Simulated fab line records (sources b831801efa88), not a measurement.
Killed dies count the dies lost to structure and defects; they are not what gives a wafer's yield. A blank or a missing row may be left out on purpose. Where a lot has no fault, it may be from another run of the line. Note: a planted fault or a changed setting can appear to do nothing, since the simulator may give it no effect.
fab line records | flow gf180mcu
[record] lots = 14 wafers = 42 last-day = 34
route steps=602 shown V1@358 M2@365
lots untouched by any fault: they come from a run of this same line in which no faults occurred
start-h: the number of hours between the record's first day and the start of the first shown wafer of the lot | wait-h: how many hours have passed since the lot's step before this one | " the same as in the row above | L1.1+2: several wafers, shown together as one row | - no value, or no start given | * or withheld: withheld | < > ~ a bound
route shown NAME@n: a module of which the file shows steps, and the number in the route of the first | usual: the fault-free wafers' mean and standard deviation | same: alike in all rows | chamber/n: place in a boat | sites: readings site by site | _std_site: standard deviation across them | _edge_site: inner sites' mean taken away from outer sites' mean | radius-mm: for every site, how far away it sits from the centre of the wafer | mask NAME#n: copy n | behind: the tool/chamber that last shaped the wafer | hold: what put the lot on hold/how long, in hours/how the hold closed | device: names the non-switching transistor (n, p or np) | end of line: tests run on the same wafers once the route is complete | for a step that has no rows: nothing shown but its recipe | killed: count of dies lost to structure and defects at first sort (not the wafer's yield) | map: a wafer's dies, x killed, . not, _ none there
set.NAME: the setting as run; set.NAME@STEP: as run at that earlier step | model.NAME: the simulator's own value behind a step, which no gauge read
a sample of lots followed through the steps of the route, with each step as a table and each wafer as a row
services: from which hour (start-h, from the record's first day; less than 0 if before it) a tool's chamber was out of use, for how many hours, and why
[[steps]]
[step GF_V1_CVD_23]
[recipe] material = W target-thk-nm = 350 time-s = 105.05 temp-c = 400 pressure-torr = 40
[usual] heater-power-w = 809/97
// columns lot.wafer tool chamber start-h wait-h heater-power-w
L802.1 cvd-w-01 0 432.06 0.0 680
L802.3 " 1 " " 926
L802.6 " 0 " " 672
L803.2 cvd-w-01 0 439.56 0.0 694
L803.4 " 0 " " 675
L803.6 " 0 " " 673
L804.3 cvd-w-02 1 449.84 0.1 877
L804.4 " 0 " " 732
L804.5 " 1 " " 849
L806.1 cvd-w-02 0 455.60 0.0 748
L806.2 " 1 " " 885
L806.6 " 0 " " 722
L808.1 cvd-w-02 1 467.19 0.0 866
L808.2 " 0 " " 711
L808.5 " 0 " " 737
L807.2 cvd-w-02 0 472.59 0.0 718
L807.3 " 1 " " 889
L807.6 " 1 " " 854
L810.1 cvd-w-02 1 487.15 0.0 866
L810.3 " 1 " " 893
L810.6 " 0 " " 728
L809.1 cvd-w-02 1 496.32 0.0 881
L809.2 " 0 " " 729
L809.5 " 1 " " 894
L815.2 cvd-w-02 0 529.20 0.0 740
L815.3 " 1 " " 915
L815.5 " 1 " " 879
L816.1 cvd-w-01 1 530.66 0.0 935
L816.5 " 0 " " 681
L816.6 " 1 " " 945
L822.2 cvd-w-01 0 582.11 0.0 702
L822.4 " 0 " " 709
L822.6 " 1 " " 940
L823.2 cvd-w-01 0 584.26 0.0 686
L823.3 " 0 " " 698
L823.4 " 1 " " 904
L824.2 cvd-w-02 1 592.32 0.0 909
L824.3 " 1 " " 886
L824.6 " 1 " " 917
L825.4 cvd-w-02 1 598.38 0.1 904
L825.5 " 0 " " 733
L825.6 " 1 " " 886
[step GF_M2_SPUTTER_03]
[recipe] material = Ti target-thk-nm = 10 substrate-temp-c = 300 chamber-pressure-pa = 0.3 power-w = 3000 time-s = 6.7
[usual] throttle-valve-pct = 29.6/1.3
// columns lot.wafer tool chamber start-h wait-h throttle-valve-pct
L802.1 pvd-sputter-01 - 432.82 0.0 30.8
L802.3 " - " " 29.4
L802.6 " - " " 26.6
L803.2 pvd-sputter-01 - 440.32 0.0 29.5
L803.4 " - " " 30.9
L803.6 " - " " 26.8
L804.3 pvd-sputter-02 - 450.56 0.0 29.2
L804.4 " - " " 28.6
L804.5 " - " " 29.9
L806.1 pvd-sputter-01 - 456.36 0.0 29.7
L806.2 " - " " 27.0
L806.6 " - " " 29.6
L808.1 pvd-sputter-04 - 467.94 0.0 31.1
L808.2 " - " " 30.3
L808.5 " - " " 30.0
L807.2 pvd-sputter-01 - 473.35 0.0 29.9
L807.3 " - " " 26.9
L807.6 " - " " 30.8
L810.1 pvd-sputter-01 - 487.91 0.0 27.1
L810.3 " - " " 29.7
L810.6 " - " " 29.8
L809.1 pvd-sputter-02 - 497.07 0.0 29.1
L809.2 " - " " 30.0
L809.5 " - " " 30.0
L815.2 pvd-sputter-04 - 529.96 0.0 29.7
L815.3 " - " " 30.7
L815.5 " - " " 31.1
L816.1 pvd-sputter-01 - 531.41 0.0 29.2
L816.5 " - " " 29.3
L816.6 " - " " 31.0
L822.2 pvd-sputter-04 - 582.86 0.0 30.1
L822.4 " - " " 31.1
L822.6 " - " " 30.0
L823.2 pvd-sputter-01 - 585.01 0.0 29.3
L823.3 " - " " 29.5
L823.4 " - " " 26.9
L824.2 pvd-sputter-04 - 593.07 0.0 30.9
L824.3 " - " " 31.2
L824.6 " - " " 31.0
L825.4 pvd-sputter-01 - 599.10 0.0 29.5
L825.5 " - " " 29.0
L825.6 " - " " 30.8
[step GF_M2_EXPOSE_11]
[recipe] mask-id = Metal2 target-cd-nm = 280 na = 0.68 source-shape = conventional sigma-outer = 0.6 dose-mj = 28
[usual] exposure-dose-mJ-cm2 = 28.04/0.033
// columns lot.wafer tool chamber start-h wait-h mask exposure-dose-mJ-cm2
L802.1 krf-scanner-01 0 445.21 - Metal2#0 28.08
L802.3 " 0 " " Metal2#0 28.06
L802.6 " 0 " " Metal2#0 28.04
L803.2 krf-scanner-01 0 452.46 - Metal2#0 28.01
L803.4 " 0 " " Metal2#0 28.07
L803.6 " 0 " " Metal2#0 28.09
L804.3 krf-scanner-02 0 463.06 - Metal2#0 28.01
L804.4 " 0 " " Metal2#0 28.06
L804.5 " 0 " " Metal2#0 28.03
L806.1 krf-scanner-01 0 468.74 - Metal2#0 28.06
L806.2 " 0 " " Metal2#0 28.09
L806.6 " 0 " " Metal2#0 28.07
L808.1 krf-scanner-02 0 479.86 - Metal2#0 28.01
L808.2 " 0 " " Metal2#0 28.03
L808.5 " 0 " " Metal2#0 28.02
L807.2 krf-scanner-01 0 486.03 - Metal2#0 28.07
L807.3 " 0 " " Metal2#0 28.07
L807.6 " 0 " " Metal2#0 28.09
L810.1 krf-scanner-01 0 500.04 - Metal2#0 28.03
L810.3 " 0 " " Metal2#0 28.01
L810.6 " 0 " " Metal2#0 28.02
L809.1 krf-scanner-01 0 509.04 - Metal2#0 28.05
L809.2 " 0 " " Metal2#0 28.00
L809.5 " 0 " " Metal2#0 28.08
L815.2 krf-scanner-01 0 541.83 - Metal2#0 25.21
L815.3 " 0 " " Metal2#0 25.18
L815.5 " 0 " " Metal2#0 25.20
L816.1 krf-scanner-01 0 543.29 - Metal2#0 25.20
L816.5 " 0 " " Metal2#0 25.21
L816.6 " 0 " " Metal2#0 25.21
L822.2 krf-scanner-02 0 593.68 - Metal2#0 28.01
L822.4 " 0 " " Metal2#0 28.00
L822.6 " 0 " " Metal2#0 28.02
L823.2 krf-scanner-01 0 596.03 - Metal2#0 28.05
L823.3 " 0 " " Metal2#0 28.08
L823.4 " 0 " " Metal2#0 28.03
L824.2 krf-scanner-01 0 603.90 - Metal2#0 28.05
L824.3 " 0 " " Metal2#0 28.08
L824.6 " 0 " " Metal2#0 28.02
L825.4 krf-scanner-01 0 609.19 - Metal2#0 28.06
L825.5 " 0 " " Metal2#0 28.01
L825.6 " 0 " " Metal2#0 28.07
[step GF_M2_CD_MEAS_14]
[recipe] target-cd-nm = 280
[usual] cd-nm = 280.0/1.1
// columns lot.wafer tool chamber start-h wait-h cd-nm
L802.1 cd-sem-02 - 457.14 0.1 279.8
L802.3 " - " " 279.4
L802.6 " - " " 279.7
L803.2 cd-sem-02 - 464.30 0.1 279.8
L803.4 " - " " 279.9
L803.6 " - " " 279.4
L804.3 cd-sem-01 - 475.47 0.1 281.2
L804.4 " - " " 280.6
L804.5 " - " " 280.9
L806.1 cd-sem-02 - 480.69 0.1 282.0
L806.2 " - " " 281.1
L806.6 " - " " 280.3
L808.1 cd-sem-01 - 492.29 0.1 279.1
L808.2 " - " " 278.6
L808.5 " - " " 277.9
L807.2 cd-sem-01 - 497.56 0.1 279.9
L807.3 " - " " 279.8
L807.6 " - " " 280.0
L810.1 cd-sem-02 - 511.19 0.1 279.7
L810.3 " - " " 280.0
L810.6 " - " " 278.8
L809.1 cd-sem-01 - 519.93 0.1 280.1
L809.2 " - " " 279.7
L809.5 " - " " 279.8
L815.2 cd-sem-01 - 552.26 0.1 163.0
L815.3 " - " " 241.7
L815.5 " - " " 277.2
L816.1 cd-sem-02 - 553.73 0.1 236.5
L816.5 " - " " 244.5
L816.6 " - " " 233.2
L822.2 cd-sem-02 - 603.65 0.1 279.7
L822.4 " - " " 279.6
L822.6 " - " " 279.1
L823.2 cd-sem-02 - 606.35 0.1 281.7
L823.3 " - " " 280.4
L823.4 " - " " 280.5
L824.2 cd-sem-02 - 614.05 0.1 278.5
L824.3 " - " " 278.2
L824.6 " - " " 278.9
L825.4 cd-sem-02 - 619.40 0.1 280.6
L825.5 " - " " 280.3
L825.6 " - " " 280.4
[step GF_M2_STRIP_17]
[recipe] chemistry = O2/N2 power-w = 1400 pressure-mtorr = 1500 platen-temp-c = 250 o2-flow-sccm = 3000 n2-flow-sccm = 300 overash-fraction = 0.5
[usual] drypump-motor-current-A = 5.9/0.41 heater-power-w = 334/44 oes-product-au = 0.559/0.0049 strip-time-to-endpoint-s = 7.90/0.042
// columns lot.wafer tool chamber start-h wait-h drypump-motor-current-A heater-power-w oes-product-au rf-hours-counter-h strip-time-to-endpoint-s
L802.1 plasma-asher-04 0 457.40 0.1 5.4 402 0.558 68 7.87
L802.3 " 0 " " 5.5 399 0.556 - 7.84
L802.6 " 0 " " 5.4 406 0.556 - 7.86
L803.2 plasma-asher-01 0 464.55 0.1 5.4 319 0.556 39 7.88
L803.4 " 1 " " 5.7 301 0.553 - 7.88
L803.6 " 1 " " 5.7 296 0.560 - 7.89
L804.3 plasma-asher-01 1 475.73 0.1 5.7 303 0.565 - 7.91
L804.4 " 0 " " 5.4 307 0.560 - 8.00
L804.5 " 1 " " 5.7 295 0.553 - 7.98
L806.1 plasma-asher-03 0 480.95 0.1 6.5 295 0.562 79 7.95
L806.2 " 1 " " 6.2 293 0.558 79 7.90
L806.6 " 1 " " 6.2 303 0.560 - 7.93
L808.1 plasma-asher-04 1 492.55 0.1 6.2 306 0.557 71 7.97
L808.2 " 0 " " 5.5 398 0.561 71 7.89
L808.5 " 0 " " 5.5 406 0.564 - 7.92
L807.2 plasma-asher-03 0 497.93 0.1 6.5 292 0.551 81 7.89
L807.3 " 0 " " 6.5 310 0.560 - 7.88
L807.6 " 0 " " 6.6 297 0.562 - 7.92
L810.1 plasma-asher-04 0 511.46 0.1 5.4 390 0.549 73 7.85
L810.3 " 1 " " 6.2 310 0.558 - 7.88
L810.6 " 0 " " 5.4 398 0.549 - 7.80
L809.1 plasma-asher-04 1 520.20 0.1 6.2 309 0.558 74 7.84
L809.2 " 0 " " 5.5 403 0.556 74 7.90
L809.5 " 1 " " 6.2 300 0.555 - 7.91
L815.2 plasma-asher-04 0 552.51 0.1 5.5 399 0.562 78 7.95
L815.3 " 1 " " 6.2 299 0.562 - 7.90
L815.5 " 1 " " 6.2 309 0.561 - 7.95
L816.1 plasma-asher-04 0 554.00 0.1 5.5 400 0.555 78 7.87
L816.5 " 0 " " 5.4 403 0.558 - 7.88
L816.6 " 1 " " 6.2 303 0.563 - 7.86
L822.2 plasma-asher-04 1 603.90 0.1 6.3 306 0.555 83 7.95
L822.4 " 1 " " 6.2 306 0.547 - 7.93
L822.6 " 1 " " 6.2 311 0.556 - 7.94
L823.2 plasma-asher-04 1 606.60 0.1 6.2 307 0.554 83 7.85
L823.3 " 0 " " 5.4 399 0.563 - 7.92
L823.4 " 1 " " 6.2 309 0.552 - 7.91
L824.2 plasma-asher-01 1 614.30 0.1 5.7 304 0.561 54 7.90
L824.3 " 0 " " 5.4 322 0.560 - 7.88
L824.6 " 1 " " 5.7 301 0.550 - 7.91
L825.4 plasma-asher-01 0 619.64 0.1 5.4 317 0.557 - 7.92
L825.5 " 1 " " 5.7 311 0.558 - 7.87
L825.6 " 0 " " 5.4 320 0.562 - 7.94
[[services]]
// columns tool chamber start-h hours kind
pvd-sputter-01 - 422.88 2.7 repair
pvd-sputter-04 - 426.54 1.9 repair
krf-scanner-02 - 429.28 0.8 pm
krf-scanner-02 - 441.93 1.0 pm
pvd-sputter-04 - 444.66 3.8 repair
cvd-w-02 - 461.18 2.8 pm
plasma-asher-01 - 465.44 3.5 repair
cvd-w-01 - 468.19 2.8 pm
krf-scanner-02 - 500.60 14.6 repair
krf-scanner-01 - 501.89 6.0 repair
plasma-asher-04 - 512.26 1.0 repair
krf-scanner-02 - 517.62 4.0 pm
plasma-asher-01 - 525.07 8.7 repair
krf-scanner-01 - 526.81 1.0 pm
pvd-sputter-01 - 527.12 4.0 repair
krf-scanner-02 - 538.97 0.3 repair
krf-scanner-02 - 543.49 0.8 pm
krf-scanner-01 - 544.24 1.3 pm
krf-scanner-02 - 545.54 1.3 pm
krf-scanner-02 - 548.62 0.8 repair
krf-scanner-01 - 557.19 1.7 repair
pvd-sputter-04 - 561.00 1.6 repair
krf-scanner-01 - 605.03 4.0 pm
pvd-sputter-04 - 618.24 2.5 repair
[[key]]
[first-sign] step = GF_M2_EXPOSE_11 reading = exposure-dose-mJ-cm2 direction = down sigmas = 85 usual = 28.04 struck = 25.20
[effect] step = GF_M2_CD_MEAS_14 reading = cd-nm direction = down sigmas = 41 usual = 280.0 struck = 232.7 wafers-moved = 5 through = control-loop
met-at GF_M2_EXPOSE_11
struck-lots L815,L816
later-rows-left-out L815.2
sort-left-out L815.2,L815.3,L815.5,L816.1,L816.5,L816.6
[loop-trim] step = GF_M2_EXPOSE_11 setting = dose lots = L815,L816
not-acting-at GF_V1_CVD_23,GF_M2_SPUTTER_03,GF_M2_STRIP_17
onset-between 509.04 541.83
[fault] kind = process-parameter-drift tool = krf-scanner-01 chamber = - onset-h = 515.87 steps = GF_M2_EXPOSE_11 channel = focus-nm offset = 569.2 spread-by-wafer = 0.3 shape = step end-h = 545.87
// sort-left-out: the simulated sort isn't trusted on such a fault, so these wafers' sort isn't shown, and their yield isn't known
// later-rows-left-out: the simulator's readings of these wafers behind a module that went badly wrong aren't trusted and aren't shown, but for the sort
// loop-trim: a control loop set the setting to another value than it would have without faults
